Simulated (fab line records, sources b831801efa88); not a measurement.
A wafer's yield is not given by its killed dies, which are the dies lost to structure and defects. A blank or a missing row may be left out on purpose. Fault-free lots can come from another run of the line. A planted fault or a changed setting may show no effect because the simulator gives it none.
Matching of chambers :: flow sky130 :: SKY_LI_CONTACT_CMP_02 on cmp-02 has 4 sister chambers
The step polishes PSG. 8 wafers are shown with their chamber, then 7 later ones without.

## WAFERS PAIRED WITH THEIR CHAMBERS
wafer: L718.3
chamber: 1
motor_current_A (A): 10.8
platen_rpm (rpm): 60.02

wafer: L719.3
chamber: 3
motor_current_A (A): 10.9
platen_rpm (rpm): 59.99

wafer: L719.4
chamber: 1
motor_current_A (A): 10.6
platen_rpm (rpm): 60.07

wafer: L721.2
chamber: 0
motor_current_A (A): 11.6
platen_rpm (rpm): 60.05

wafer: L721.3
chamber: 2
motor_current_A (A): 11.9
platen_rpm (rpm): 59.93

wafer: L721.5
chamber: 2
motor_current_A (A): 12.0
platen_rpm (rpm): 60.02

wafer: L726.1
chamber: 0
motor_current_A (A): 11.0
platen_rpm (rpm): 60.02

wafer: L726.3
chamber: 3
motor_current_A (A): 11.0
platen_rpm (rpm): 60.02

## WAFERS WHOSE CHAMBER IS MISSING
wafer: L726.5
motor_current_A (A): 11.9
platen_rpm (rpm): 59.97

wafer: L727.2
motor_current_A (A): 11.0
platen_rpm (rpm): 59.94

wafer: L727.4
motor_current_A (A): 10.7
platen_rpm (rpm): 60.01

wafer: L727.6
motor_current_A (A): 11.8
platen_rpm (rpm): 59.98

wafer: L733.1
motor_current_A (A): 11.2
platen_rpm (rpm): 59.97

wafer: L733.2
motor_current_A (A): 10.8
platen_rpm (rpm): 60.01

wafer: L733.4
motor_current_A (A): 12.1
platen_rpm (rpm): 59.89

## EACH ONE'S CHAMBER
wafer: L726.5
from the rows above: 2
in truth: 2

wafer: L727.2
from the rows above: can't be placed: 3 or 0 or 1
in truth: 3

wafer: L727.4
from the rows above: can't be placed: 1 or 3 or 0
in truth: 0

wafer: L727.6
from the rows above: can't be placed: 2 or 0
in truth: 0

wafer: L733.1
from the rows above: can't be placed: 3 or 0 or 1 or 2
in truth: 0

wafer: L733.2
from the rows above: can't be placed: 3 or 1 or 0
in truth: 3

wafer: L733.4
from the rows above: 2
in truth: 2
Correct placement for 2 of the 7. These rows do not allow placing 5 (true chamber among the candidates in 5). 0 placed wrongly.
How it was worked out, from the rows above alone: a wafer's distance from a chamber is the root of the sum, over the readings, of the square of ((its reading less the chamber's mean) divided by the reading's scatter). If the next closest chamber is less than 2 further off than the closest, the wafer can't be placed; otherwise it belongs to the closest. Each chamber's mean is taken over the wafers shown for it. The scatter is the square root of a quotient: the sum, over the shown wafers, of each reading's squared deviation from its chamber's mean, divided by wafers minus chambers.
